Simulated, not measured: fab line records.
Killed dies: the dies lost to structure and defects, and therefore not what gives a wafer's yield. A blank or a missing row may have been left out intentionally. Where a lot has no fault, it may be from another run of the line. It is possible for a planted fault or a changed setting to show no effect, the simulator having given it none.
A single fault, viewed from 2 desks    flow sky130    each desk has only its own numbers; what lay behind them comes last

== THE METROLOGY DESK ==
Lot by lot, what the gauges showed, no matter which tool ran the lot: averages of those sampled wafers that carry a number. Any lot whose mean is over 4 standard deviations away from the usual mean is out of limits and marked OUT; that distance is given in the brackets.
Columns: A = cd nm at SKY_METAL4_CD_MEAS_13, usual 299.7 nm; B = METAL4_OVL at SKY_METAL4_OVL_MEAS_14, usual -2 nm
lot   first seen here  A      B
L963  day 41 15:07     301.3  -1
L967  day 43 12:28     300.5  -6
L969  day 43 17:40     299.0  1
L970  day 43 21:10     298.8  -6
L980  day 46 05:37     300.1  -7
L982  day 46 17:34     299.5  -3
Finding of this desk: none of the 6 lots has anything out of limits.

== DESK OF THE TOOL OWNER: rie metal-01 ==
The tool's own readings at SKY_METAL4_ETCH_16 (etches BARC in N2/H2, stops on SiO2, time 88.2 s, target depth 60 nm): means of the sampled wafers that have a number, for each lot that ran on this tool. Any lot whose mean is over 4 standard deviations away from the usual mean is out of limits and marked OUT; that distance is given in the brackets.
Columns: A = drypump motor current A at SKY_METAL4_ETCH_16, usual 6.0 A; B = oes product au at SKY_METAL4_ETCH_16, usual 0.625 a.u.; C = rf fwd power W at SKY_METAL4_ETCH_16, usual 497.4 W; D = throttle valve pct at SKY_METAL4_ETCH_16, usual 13.204 %
lot   first seen here  A    B      C      D
L970  day 43 21:20     6.4  0.628  497.2  13.215
L980  day 46 05:49     6.5  0.625  497.8  13.207
L982  day 46 17:44     6.4  0.623  497.4  13.208
Finding of this desk: none of the 3 lots has anything out of limits.

== PUT TOGETHER ==
The metrology desk saw nothing out of limits.
The tool owner's desk saw nothing out of limits.

== WHAT HAD BEEN PUT IN BY THE SIMULATOR ==
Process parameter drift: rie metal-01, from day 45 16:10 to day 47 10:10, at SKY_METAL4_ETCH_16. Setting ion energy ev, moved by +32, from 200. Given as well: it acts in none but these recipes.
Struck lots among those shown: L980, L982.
